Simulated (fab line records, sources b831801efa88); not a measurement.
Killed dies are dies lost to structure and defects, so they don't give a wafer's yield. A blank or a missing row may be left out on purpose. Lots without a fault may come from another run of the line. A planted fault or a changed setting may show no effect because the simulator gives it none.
fab line records | flow sky130 | part 2 of 2: steps 28 to 37 of 37
record lots=5 wafers=15 last_day=50
route steps=708 shown VT_ADJUST_NCORE@123 VT_ADJUST_HVTR@131 VT_ADJUST_PCH@143 SONOS_TUNNEL@154
lots that met no fault: from a run of the same line without faults
start_h: hours from the record's first day to the start of the lot's first wafer shown | wait_h: hours since the lot's step before | " the same as in the row above | L1.1+2: a row that stands for several wafers | - no value, or no start given | * or withheld: withheld | < > ~ a bound
route shown NAME@n: a module of which the file shows steps, and the number in the route of the first | usual: mean/standard deviation of fault-free wafers | same: alike in all rows | chamber/n: place in a boat | sites: the reading at each site | _std_site: their standard deviation | _edge_site: outer sites' mean less inner sites' | radius_mm: how far each site lies from the wafer's centre | mask NAME#n: copy n | behind: the tool/chamber that last shaped the wafer | hold: why the lot was held/for how many hours/how that ended | device: the transistor (n, p or np) that didn't switch | end of line: the same wafers' tests at the end of the route | a step without rows: its recipe alone | killed: dies lost to structure and defects at the first sort, not the wafer's yield | map: a wafer's dies, x killed, . not, _ none there
set.NAME: the setting as run; set.NAME@STEP: as run at that earlier step | model.NAME: the simulator's own value behind a step, which no gauge read
lots at some steps of the route; a table a step, a row a wafer
services: from which hour (start_h, from the record's first day; less than 0 if before it) a tool's chamber was out of use, for how many hours, and why
## steps
# step SKY_VT_ADJUST_PCH_OVL_MEAS_07
# usual VT_ADJUST_PCH_OVL=0.2/1.4
# columns lot.wafer tool chamber start_h wait_h VT_ADJUST_PCH_OVL[nm]
L079.3 overlay-01 - 261.41 - 1.5
L079.4 " - " " -0.8
L079.5 " - " " 1.5
L080.2 overlay-01 - 268.51 - -0.7
L080.5 " - " " 0.2
L080.6 " - " " 0.7
L081.2 overlay-02 - 278.71 - 0.3
L081.5 " - " " 0.0
L081.6 " - " " -1.0
L088.1 overlay-02 - 336.31 - -1.7
L088.2 " - " " -0.8
L088.6 " - " " -0.9
L097.1 overlay-01 - 402.56 - -2.6
L097.3 " - " " 0.2
L097.5 " - " " 1.3
# step SKY_VT_ADJUST_PCH_IMPLANT_08
# recipe species=B energy_kev=10 dose_cm2=5e+11 tilt_deg=withheld
# columns lot.wafer tool chamber start_h wait_h
L079.3+4+5 implanter-01 0 261.49 0.1
L080.2+5+6 implanter-02 0 268.56 0.0
L081.2+5+6 implanter-01 0 278.76 0.0
L088.1+2+6 implanter-04 0 336.35 0.0
L097.1+3+5 implanter-02 0 402.60 0.0
# step SKY_VT_ADJUST_PCH_STRIP_09
# recipe chemistry=O2/N2 power_w=1400 pressure_mtorr=1500 platen_temp_c=withheld o2_flow_sccm=3000 n2_flow_sccm=300 overash_fraction=0.5
# usual drypump_motor_current_A=5.6/0.44 oes_product_au=0.722/0.0049 strip_time_to_endpoint_s=37.00/0.091
# columns lot.wafer tool chamber start_h wait_h drypump_motor_current_A oes_product_au rf_hours_counter_h strip_time_to_endpoint_s
L079.3 plasma_asher-02 0 261.62 0.1 5.6 0.721 - 36.96
L079.4 " 1 " " 5.8 0.727 - 37.04
L079.5 " 0 " " 5.6 0.726 - 36.90
L080.2 plasma_asher-03 1 268.69 0.1 5.5 0.713 15 36.97
L080.5 " 0 " " 5.8 0.721 - 36.98
L080.6 " 1 " " 5.5 0.718 - 36.89
L081.2 plasma_asher-01 0 278.89 0.1 4.8 0.722 60 36.96
L081.5 " 0 " " 4.8 0.716 - 36.96
L081.6 " 1 " " 6.2 0.723 - 36.99
L088.1 plasma_asher-03 1 336.50 0.1 5.5 0.732 22 37.20
L088.2 " 0 " " 5.8 0.712 22 37.03
L088.6 " 1 " " 5.5 0.723 - 37.11
L097.1 plasma_asher-03 0 402.75 0.1 5.8 0.718 29 37.01
L097.3 " 0 " " 5.8 0.717 - 37.06
L097.5 " 1 " " 5.5 0.728 - 37.02
# step SKY_VT_ADJUST_PCH_TW_MEAS_10
# usual VT_ADJUST_PCH_TW=141.6/1.1
# columns lot.wafer tool chamber start_h wait_h VT_ADJUST_PCH_TW
L079.3 film_metro-03 - 261.71 0.1 140.3
L079.4 " - " " 141.5
L079.5 " - " " 141.2
L080.2 film_metro-04 - 268.80 0.1 142.0
L080.5 " - " " 141.5
L080.6 " - " " 142.0
L081.2 film_metro-02 - 279.00 0.1 141.4
L081.5 " - " " 140.7
L081.6 " - " " 141.0
L088.1 film_metro-02 - 336.60 0.1 141.1
L088.2 " - " " 140.7
L088.6 " - " " 140.8
L097.1 film_metro-02 - 402.85 0.1 142.9
L097.3 " - " " 142.9
L097.5 " - " " 142.8
# step SKY_SONOS_TUNNEL_DEHYDRATE_00
# recipe temp_c=200 time_s=60
# usual chill_plate_temp_C=22.99/0.1
# columns lot.wafer tool chamber start_h wait_h chill_plate_temp_C
L079.3 litho_track-03 0 273.23 11.5 22.93
L079.4 " 0 " " 22.97
L079.5 " 0 " " 22.94
L080.2 litho_track-03 0 280.41 11.6 22.88
L080.5 " 0 " " 23.04
L080.6 " 0 " " 22.97
L081.2 litho_track-04 0 290.22 11.2 22.92
L081.5 " 0 " " 22.79
L081.6 " 0 " " 22.88
L088.1 litho_track-02 0 349.19 12.6 23.00
L088.2 " 0 " " 23.03
L088.6 " 0 " " 23.20
L097.1 litho_track-02 0 417.14 14.3 23.01
L097.3 " 0 " " 23.00
L097.5 " 0 " " 23.06
# step SKY_SONOS_TUNNEL_HMDS_01
# recipe prime_time_s=60 prime_temp_c=120
# usual chill_plate_temp_C=22.98/0.1
# columns lot.wafer tool chamber start_h wait_h chill_plate_temp_C
L079.3 litho_track-03 0 273.38 0.1 22.96
L079.4 " 0 " " 22.87
L079.5 " 0 " " 22.80
L080.2 litho_track-03 0 280.56 0.1 22.96
L080.5 " 0 " " 22.97
L080.6 " 0 " " 22.91
L081.2 litho_track-04 0 290.37 0.1 23.09
L081.5 " 0 " " 23.01
L081.6 " 0 " " 23.02
L088.1 litho_track-02 0 349.34 0.1 23.12
L088.2 " 0 " " 23.09
L088.6 " 0 " " 22.98
L097.1 litho_track-02 0 417.29 0.1 23.00
L097.3 " 0 " " 23.00
L097.5 " 0 " " 23.02
# step SKY_SONOS_TUNNEL_COAT_02
# recipe resist=NOVOLAK spin_rpm=3000 resist_thk_nm=1140
# usual chill_plate_temp_C=22.99/0.11
# columns lot.wafer tool chamber start_h wait_h chill_plate_temp_C
L079.3 litho_track-03 0 273.53 0.1 22.91
L079.4 " 0 " " 22.97
L079.5 " 0 " " 22.92
L080.2 litho_track-03 0 280.71 0.1 22.93
L080.5 " 0 " " 23.20
L080.6 " 0 " " 22.91
L081.2 litho_track-04 0 290.52 0.1 23.02
L081.5 " 0 " " 23.14
L081.6 " 0 " " 23.02
L088.1 litho_track-02 0 349.49 0.1 23.05
L088.2 " 0 " " 22.93
L088.6 " 0 " " 23.00
L097.1 litho_track-02 0 417.44 0.1 23.08
L097.3 " 0 " " 23.04
L097.5 " 0 " " 23.13
# step SKY_SONOS_TUNNEL_SOFTBAKE_03
# recipe temp_c=90 time_s=61.83 resist=NOVOLAK
# usual chill_plate_temp_C=23.03/0.1 plate_sensor_t_centre_C=90.757/0.0097 plate_sensor_t_edge_C=90.829/0.0096
# columns lot.wafer tool chamber start_h wait_h chill_plate_temp_C plate_sensor_t_centre_C plate_sensor_t_edge_C
L079.3 litho_track-03 0 273.68 0.1 23.12 90.763 90.818
L079.4 " 0 " " 23.08 90.757 90.823
L079.5 " 0 " " 23.02 90.766 90.822
L080.2 litho_track-03 0 280.86 0.1 23.09 90.758 90.828
L080.5 " 0 " " 23.12 90.750 90.830
L080.6 " 0 " " 23.31 90.754 90.823
L081.2 litho_track-04 0 290.67 0.1 23.00 90.752 90.839
L081.5 " 0 " " 23.14 90.755 90.834
L081.6 " 0 " " 23.09 90.756 90.824
L088.1 litho_track-02 0 349.64 0.1 23.03 90.766 90.831
L088.2 " 0 " " 22.88 90.777 90.833
L088.6 " 0 " " 23.04 90.740 90.830
L097.1 litho_track-02 0 417.59 0.1 23.06 90.769 90.832
L097.3 " 0 " " 23.16 90.752 90.834
L097.5 " 0 " " 23.06 90.765 90.828
# step SKY_SONOS_TUNNEL_EXPOSE_04
# recipe mask_id=TUNM na=0.6 source_shape=conventional sigma_outer=0.6 polarization=unpolarized target_cd_nm=410 dose_mj=136
# same na=0.6
# columns lot.wafer tool chamber start_h wait_h mask
L079.3+4+5 iline_stepper-01 0 - - TUNM#0
L080.2+5+6 iline_stepper-01 0 - - TUNM#0
L081.2+5+6 iline_stepper-02 0 - - TUNM#0
L088.1+2+6 iline_stepper-01 0 - - TUNM#0
L097.1+3+5 iline_stepper-01 0 - - TUNM#0
# step SKY_SONOS_TUNNEL_PEB_05
# recipe temp_c=withheld time_s=* resist=NOVOLAK
# usual chill_plate_temp_C=*
# columns lot.wafer tool chamber start_h wait_h chill_plate_temp_C
L079.3 litho_track-02 0 - - *
L079.4 " 0 " " *
L079.5 " 0 " " *
L080.2 litho_track-04 0 - - *
L080.5 " 0 " " *
L080.6 " 0 " " *
L081.2 litho_track-04 0 - - *
L081.5 " 0 " " *
L081.6 " 0 " " *
L088.1 litho_track-04 0 - - *
L088.2 " 0 " " *
L088.6 " 0 " " *
L097.1 litho_track-03 0 - - *
L097.3 " 0 " " *
L097.5 " 0 " " *
## services
# columns tool chamber start_h hours kind
implanter-03 - 192.66 6.0 pm
iline_stepper-01 0 203.69 - calibration
litho_track-03 - 209.91 - consumable_replace:filter
iline_stepper-01 - 253.32 1.7 pm
iline_stepper-02 - 263.15 2.5 repair
implanter-02 - 264.32 3.3 repair
implanter-04 - 265.53 5.2 repair
iline_stepper-02 - 280.30 1.7 pm
iline_stepper-01 - 288.07 4.4 pm
iline_stepper-02 - 294.80 8.9 pm
plasma_asher-02 - 301.22 18.8 pm
implanter-03 - 304.49 5.6 pm
implanter-01 - 305.36 0.9 repair
plasma_asher-02 - 320.17 10.7 repair
plasma_asher-01 - 330.57 2.8 pm
iline_stepper-02 0 337.94 - calibration
implanter-03 - 338.85 1.1 repair
iline_stepper-01 - 370.16 2.1 pm
implanter-04 - 372.03 7.6 repair
implanter-01 - 385.45 2.8 pm
implanter-02 - 393.82 0.6 repair
plasma_asher-02 - 397.05 15.6 pm
plasma_asher-02 - 412.65 2.8 pm
plasma_asher-04 - 421.32 9.0 pm
